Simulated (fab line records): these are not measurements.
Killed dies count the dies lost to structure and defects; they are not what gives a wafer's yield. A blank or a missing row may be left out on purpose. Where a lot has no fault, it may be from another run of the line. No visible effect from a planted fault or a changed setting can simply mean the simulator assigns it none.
Which tool did it? | flow gf180mcu | Sampling: 6 lots, 18 wafers, 3 of 602 route steps

== WHAT THE GAUGES SHOWED, per wafer ==
GF_HV_LDD_TW_MEAS_23.
lot  | measured     | on           | HV_LDD_2_TW
L574 | day 11 10:26 | filmMetro-02 | 1055 1052 1055
L577 | day 12 09:30 | filmMetro-03 | 1035 1040 1041
L579 | day 13 01:52 | filmMetro-04 | 1052 1054 1054
L582 | day 14 05:14 | filmMetro-04 | 1060 1050 1058
L587 | day 15 18:18 | filmMetro-02 | 669 676 674 672 673 674
L589 | day 16 04:51 | filmMetro-02 | 671 672 669 676 668 671

== TOOL THAT RAN EACH LOT (tool first, then ch and the chambers of the sampled wafers, then the start) ==
lot  | GF_VT_IMPLANT_STRIP_20              | GF_HV_LDD_IMPLANT_21
L574 | plasmaAsher-03 ch 0,1, day 6 19:02  | implanter-02 ch 0, day 11 10:11
L577 | plasmaAsher-02 ch 0,1, day 7 12:31  | implanter-02 ch 0, day 12 09:16
L579 | plasmaAsher-03 ch 0,1, day 8 05:21  | implanter-03 ch 0, day 13 01:38
L582 | plasmaAsher-03 ch 0,1, day 9 02:12  | implanter-01 ch 0, day 14 05:02
L587 | plasmaAsher-03 ch 0,1, day 10 07:36 | implanter-02 ch 0, day 15 18:03
L589 | plasmaAsher-02 ch 0,1, day 10 18:25 | implanter-02 ch 0, day 16 04:36
- GF_VT_IMPLANT_STRIP_20: strips in O2/N2.
- GF_HV_LDD_IMPLANT_21

== THE ANSWER, worked out from the rows above alone ==
Rule: what is usual is taken from the lots themselves. Put in order of their means at a reading, lots are off if they are a third of the lots or fewer, leave a main group of 4 or more, and stand apart from it by a gap of 3 or more times the standard deviation of the main group's means; of several such gaps the widest counts. Not used: any main group whose means are identical at the precision the tables above print for the reading. A lot without any number at a reading at which 4 lots or more have one is off too. All remaining lots with rows at the step are treated as sound.
Off: L587, L589, seen at GF_HV_LDD_TW_MEAS_23 (HV_LDD_2_TW). The main group has a mean of 1050 with a standard deviation of 6.9.
A tool fits if, at a process step before that reading, it ran every lot that is off, and no sound lot after the first of them. Those tools and the gauges at GF_HV_LDD_TW_MEAS_23 are tried in the same way. 2 tools fit, implanter-02 at GF_HV_LDD_IMPLANT_21 and filmMetro-02 at GF_HV_LDD_TW_MEAS_23, so this cannot tell which one it is.

== WHAT THE SIMULATOR PUT IN ==
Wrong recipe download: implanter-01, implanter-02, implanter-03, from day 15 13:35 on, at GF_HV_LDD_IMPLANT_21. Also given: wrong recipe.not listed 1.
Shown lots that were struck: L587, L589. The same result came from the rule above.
